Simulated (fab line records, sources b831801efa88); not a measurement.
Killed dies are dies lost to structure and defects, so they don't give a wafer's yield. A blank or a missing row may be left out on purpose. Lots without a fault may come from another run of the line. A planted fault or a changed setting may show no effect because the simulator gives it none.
Chamber matching | flow sky130 | SKY_PASSIVATION_CVD_00 on pecvd-03: 3 sister chambers
The step deposits SiO2, target thk 90 nm. 3 wafers are shown with their chamber, then 8 later ones without.

WAFERS WITH THEIR CHAMBER
wafer  | chamber | heater_power_w (W)
L084.4 | 1       | 531
L084.5 | 0       | 601
L089.1 | 2       | 594

WAFERS WITHOUT THEIR CHAMBER
wafer  | heater_power_w (W)
L089.3 | 631
L089.6 | 602
L093.1 | 638
L093.4 | 647
L093.5 | 695
L094.3 | 562
L094.4 | 628
L094.6 | 565

WHICH CHAMBER EACH WENT THROUGH
wafer  | from the rows above          | in truth
L089.3 | can't be placed: 0 or 2 or 1 | 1
L089.6 | can't be placed: 0 or 2 or 1 | 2
L093.1 | can't be placed: 0 or 2 or 1 | 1
L093.4 | can't be placed: 0 or 2 or 1 | 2
L093.5 | can't be placed: 0 or 2 or 1 | 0
L094.3 | can't be placed: 1 or 2 or 0 | 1
L094.4 | can't be placed: 0 or 2 or 1 | 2
L094.6 | can't be placed: 2 or 1 or 0 | 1
Placed correctly: 0 of 8. Can't be placed from these rows: 8 (the true chamber is among the candidates in 8). Placed wrongly: 0.
How it was worked out, from the rows above alone: a wafer's distance from a chamber is the root of the sum, over the readings, of the square of ((its reading less the chamber's mean) divided by the reading's scatter). The wafer belongs to the nearest chamber; if the next one is less than 2 further off, it can't be placed. A chamber's mean is the mean of its shown wafers. The scatter: with one shown wafer a chamber, the root of the mean of the squares of how far each hidden wafer lies from its nearest shown one.
